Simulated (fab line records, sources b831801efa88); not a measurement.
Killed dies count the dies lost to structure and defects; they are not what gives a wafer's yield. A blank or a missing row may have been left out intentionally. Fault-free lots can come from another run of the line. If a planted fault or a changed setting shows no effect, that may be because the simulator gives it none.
Which of the tools did it? / flow sky130 / 21 wafers sampled from 7 lots at 1 step of a route of 708

## WHAT EACH GAUGE READ, for each wafer
SKY_FIELD_ISO_CD_MEAS_13: target cd 150 nm.
lot=L467; measured=day 3 04:26; on=cd-sem-02; cd-nm (nm)=149.0 151.2 151.0
lot=L469; measured=day 3 17:16; on=cd-sem-02; cd-nm (nm)=147.6 151.2 150.3
lot=L471; measured=day 3 22:56; on=cd-sem-02; cd-nm (nm)=150.7 150.1 150.2
lot=L474; measured=day 4 14:05; on=cd-sem-01; cd-nm (nm)=151.2 150.6 151.6
lot=L480; measured=day 5 22:01; on=cd-sem-02; cd-nm (nm)=148.6 150.0 149.8
lot=L482; measured=day 6 08:31; on=cd-sem-02; cd-nm (nm)=148.1 149.3 149.7
lot=L486; measured=day 7 06:10; on=cd-sem-01; cd-nm (nm)=150.8 150.9 151.5

## WHAT TOOL EACH LOT RAN ON (gives the tool, then ch and the chambers of the sampled wafers, and finally the start)
Before these readings, the record contains no process step.

## THE ANSWER, worked out from the rows above alone
Rule: the lots themselves supply what counts as usual. Put in order of their means at a reading, lots are off if they are a third of the lots or fewer, leave a main group of 4 or more, and stand apart from it by a gap of 3 or more times the standard deviation of the main group's means; of several such gaps the widest counts. The tables above print the reading to a certain number of digits; a main group whose means all agree to those digits is not used. A lot without any number at a reading at which 4 lots or more have one is off too. Where the step has rows for the other lots, those lots are counted as sound.
Across all readings shown, no lot is off: no conclusion can be drawn from this.

## WHAT THE SIMULATOR PUT IN
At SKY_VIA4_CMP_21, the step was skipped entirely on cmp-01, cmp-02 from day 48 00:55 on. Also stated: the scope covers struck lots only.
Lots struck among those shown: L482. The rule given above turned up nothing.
